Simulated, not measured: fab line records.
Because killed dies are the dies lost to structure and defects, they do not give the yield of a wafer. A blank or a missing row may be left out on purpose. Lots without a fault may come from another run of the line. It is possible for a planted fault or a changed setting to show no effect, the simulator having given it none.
Matching of chambers :: flow gf180mcu :: GF_V5_CMP_26 on cmp-01: 4 sister chambers
The step polishes, stops on SiO2, t overpolish 15 s, target thk 0 nm. 4 wafers are shown with their chamber, then 12 later ones without.

== WAFERS, EACH WITH ITS CHAMBER ==
wafer: L088.6
chamber: 0
timeToEndpointS (s): 95

wafer: L091.4
chamber: 3
timeToEndpointS (s): 93

wafer: L092.5
chamber: 1
timeToEndpointS (s): 85

wafer: L092.6
chamber: 2
timeToEndpointS (s): 82

== WAFERS WITH NO CHAMBER GIVEN ==
wafer: L094.2
timeToEndpointS (s): 89

wafer: L094.3
timeToEndpointS (s): 81

wafer: L094.5
timeToEndpointS (s): 93

wafer: L095.1
timeToEndpointS (s): 93

wafer: L095.2
timeToEndpointS (s): 96

wafer: L095.6
timeToEndpointS (s): 83

wafer: L096.3
timeToEndpointS (s): 97

wafer: L096.4
timeToEndpointS (s): 88

wafer: L096.5
timeToEndpointS (s): 93

wafer: L097.2
timeToEndpointS (s): 92

wafer: L097.4
timeToEndpointS (s): 83

wafer: L097.6
timeToEndpointS (s): 80

== CHAMBER TAKEN BY EACH ==
wafer: L094.2
from the rows above: can't be placed: 1 or 3 or 0 or 2
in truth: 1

wafer: L094.3
from the rows above: can't be placed: 2 or 1
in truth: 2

wafer: L094.5
from the rows above: can't be placed: 3 or 0
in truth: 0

wafer: L095.1
from the rows above: can't be placed: 3 or 0
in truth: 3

wafer: L095.2
from the rows above: can't be placed: 0 or 3
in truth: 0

wafer: L095.6
from the rows above: can't be placed: 2 or 1
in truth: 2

wafer: L096.3
from the rows above: can't be placed: 0 or 3
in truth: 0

wafer: L096.4
from the rows above: can't be placed: 1 or 3 or 2
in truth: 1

wafer: L096.5
from the rows above: can't be placed: 3 or 0
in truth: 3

wafer: L097.2
from the rows above: can't be placed: 3 or 0
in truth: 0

wafer: L097.4
from the rows above: can't be placed: 2 or 1
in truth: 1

wafer: L097.6
from the rows above: can't be placed: 2 or 1
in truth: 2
Placed correctly: 0 of 12. Can't be placed from these rows: 12 (the true chamber is among the candidates in 12). 0 placed wrongly.
How it was worked out, from the rows above alone: a wafer's distance from a chamber is the root of the sum, over the readings, of the square of ((its reading less the chamber's mean) divided by the reading's scatter). If the next closest chamber is less than 2 further off than the closest, the wafer can't be placed; otherwise it belongs to the closest. For every chamber, the mean is computed from those of its wafers that are shown. The scatter (one wafer shown for each chamber): square how far every hidden wafer sits from the nearest shown wafer, average those squares and take the square root.
